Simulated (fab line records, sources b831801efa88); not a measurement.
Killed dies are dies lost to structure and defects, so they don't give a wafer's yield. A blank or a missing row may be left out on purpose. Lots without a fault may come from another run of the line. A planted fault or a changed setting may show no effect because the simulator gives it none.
Which tool did it? | flow sfq_line | 14 lots, 42 wafers sampled, at 1 step of a route of 325

WHAT THE GAUGES READ, wafer by wafer
The record holds no reading of a measuring or inspecting step that can be judged against a usual standard deviation.

WHICH TOOL RAN EACH LOT (tool, then ch and the chambers of the sampled wafers, then the start)
lot  | SFQ_TRILAYER_I2_CMP_CMP_064
L318 | cmp-01 ch 0,1,3, day 25 09:12
L320 | cmp-01 ch 0,1,2, day 31 02:01
L321 | cmp-02 ch 0,1,3, day 31 10:20
L322 | cmp-02 ch 1,2,3, day 31 19:56
L323 | cmp-02 ch 0,1,2, day 32 20:00
L324 | cmp-02 ch 1,3, day 33 09:54
L327 | cmp-01 ch 0,2,3, day 34 13:11
L328 | cmp-02 ch 0,1,3, day 35 01:10
L330 | cmp-01 ch 0,1,2, day 35 15:23
L331 | cmp-01 ch 2,3, day 35 23:53
L332 | cmp-02 ch 0,1,3, day 36 07:40
L337 | cmp-01 ch 2,3, day 37 23:23
L338 | cmp-01 ch 2,3, day 38 11:23
L340 | cmp-01 ch 2,3, day 41 09:50
- SFQ_TRILAYER_I2_CMP_CMP_064: polishes SiO2.

WHAT THE TOOLS THEMSELVES READ (means of the sampled wafers that have a number; where no wafer has one, the mark that the record gives instead)
SFQ_TRILAYER_I2_CMP_CMP_064.
lot  | tool   | head_pressure_psi (psi) | motor_current_A (A) | slurry_flow_ml_min | time_to_endpoint_s (s)
L318 | cmp-01 | 3.003                   | 10.1                | 149.9              | 218
L320 | cmp-01 | 3.005                   | 10.5                | 150.1              | 217
L321 | cmp-02 | 2.999                   | 9.8                 | 149.7              | 215
L322 | cmp-02 | 3.002                   | 9.7                 | 149.6              | 214
L323 | cmp-02 | 2.999                   | 10.7                | 149.1              | 223
L324 | cmp-02 | 3.003                   | 9.9                 | 149.6              | 206
L327 | cmp-01 | 2.993                   | 10.4                | 150.2              | 219
L328 | cmp-02 | 2.942                   | 9.9                 | 150.0              | 227
L330 | cmp-01 | 3.003                   | 10.3                | 149.9              | 215
L331 | cmp-01 | 3.005                   | 10.5                | 149.9              | 221
L332 | cmp-02 | 2.945                   | 9.7                 | 150.2              | 217
L337 | cmp-01 | 2.990                   | 10.7                | 150.4              | 215
L338 | cmp-01 | 3.005                   | 10.7                | 149.8              | 221
L340 | cmp-01 | 3.002                   | 10.9                | 150.3              | 213

THE ANSWER, worked out from the rows above alone
Rule: what is usual is taken from the lots themselves. Put in order of their means at a reading, lots are off if they are a third of the lots or fewer, leave a main group of 4 or more, and stand apart from it by a gap of 3 or more times the standard deviation of the main group's means; of several such gaps the widest counts. A main group whose means are all the same, to the digits that the tables above print for the reading, isn't used. A lot without any number at a reading at which 4 lots or more have one is off too. The other lots that the step has rows for count as sound. The gauges are gone through in route order, then the tools' own readings, and for those a lot's mean is taken as printed above. The first step at which some lot is off is used, and at that step the reading that is off furthest; a lot without a number counts as furthest.
Off: L328, L332, at SFQ_TRILAYER_I2_CMP_CMP_064 (head_pressure_psi). The main group: mean 3.001 psi, standard deviation 0.0046.
A tool fits if, at that step or a process step before it, it ran every lot that is off, and no sound lot after the first of them. One fits: cmp-02 at SFQ_TRILAYER_I2_CMP_CMP_064. Its last sound lot is L324 (day 33 09:54), its first lot that is off L328 (day 35 01:10): a fault that began between those two fits.
The tool's own readings at SFQ_TRILAYER_I2_CMP_CMP_064 bear it out: on the lots that are off they differ by more than 5 times the standard deviation of the sound lots' means. head_pressure_psi reads 2.944 psi there against 3.001 psi on the sound lots.

WHAT THE SIMULATOR HAD PUT IN
Process parameter drift: cmp-02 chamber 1, from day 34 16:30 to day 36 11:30, at SFQ_TRILAYER_I2_CMP_CMP_064. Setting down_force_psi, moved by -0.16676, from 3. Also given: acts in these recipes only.
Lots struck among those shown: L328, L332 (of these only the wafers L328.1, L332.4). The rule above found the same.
